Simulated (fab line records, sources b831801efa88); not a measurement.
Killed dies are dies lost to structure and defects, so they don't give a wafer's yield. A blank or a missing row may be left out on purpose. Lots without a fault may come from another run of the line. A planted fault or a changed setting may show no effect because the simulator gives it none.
One fault seen from 2 desks | flow sky130 | each desk has only its own numbers; what lay behind them comes last

THE TOOL OWNER'S DESK: pvd_sputter-03
The tool's own readings at SKY_METAL5_SPUTTER_01 (material TiN, target thk 20 nm, time 16.7 s): means of the sampled wafers that have a number, for each lot that ran on this tool. A lot is out of limits, marked OUT, if its mean lies more than 4 standard deviations from the usual mean; the brackets give that distance.
Columns: A = chamber_pressure_pa at SKY_METAL5_SPUTTER_01, usual 0.4000 Pa; B = throttle_valve_pct at SKY_METAL5_SPUTTER_01, usual 30.1 %
lot  | first seen here | A                 | B
L954 | day 44 06:22    | 0.4008            | 30.4
L955 | day 44 15:02    | 0.4004            | 30.2
L958 | day 45 19:20    | 0.4000            | 29.9
L959 | day 46 11:59    | 0.4003            | 30.6
L969 | day 48 09:09    | 0.4135 (+17) OUT  | 29.1
L971 | day 48 15:37    | 0.4065 (+8.2) OUT | 29.7
This desk's finding: out of limits on L969, L971; first on L969, day 48 09:09 (chamber_pressure_pa at SKY_METAL5_SPUTTER_01). In limits: L954, L955, L958, L959.

THE METROLOGY DESK
What the gauges read, lot by lot, whatever tool the lot ran on: means of the sampled wafers that have a number. A lot is out of limits, marked OUT, if its mean lies more than 4 standard deviations from the usual mean; the brackets give that distance.
Columns: A = CAP2M_TIN_THK at SKY_CAP2M_THK_MEAS_04, usual 199.6 nm
lot  | first seen here | A
L952 | day 40 16:42    | 199.0
L953 | day 40 23:32    | 199.5
L954 | day 41 03:20    | 202.4
L955 | day 41 13:41    | 198.9
L956 | day 41 19:21    | 198.9
L957 | day 42 05:50    | 201.3
L958 | day 42 19:19    | 192.9
L959 | day 43 13:41    | 199.3
L965 | day 44 13:16    | 203.8
L969 | day 45 16:25    | 201.5
L971 | day 45 23:34    | 199.3
L974 | day 46 12:45    | 199.2
This desk's finding: nothing out of limits on any of the 12 lots.

PUT TOGETHER
The tool owner's desk could have raised an alarm at day 48 09:09, on L969, L971.
The metrology desk saw nothing out of limits.
The metrology desk has L969, L971 on record, within its limits.
Of the lots named, all ran SKY_METAL5_SPUTTER_01 on pvd_sputter-03.

WHAT THE SIMULATOR HAD PUT IN
Process parameter drift: pvd_sputter-03, from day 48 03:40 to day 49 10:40, at SKY_METAL5_SPUTTER_01. Setting chamber_pressure_pa, moved by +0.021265, from 0.4. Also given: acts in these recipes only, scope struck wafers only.
Lots struck among those shown: L969, L971.
Hours from the fault's start to each desk's first reading out of limits: the tool owner's desk, 5.
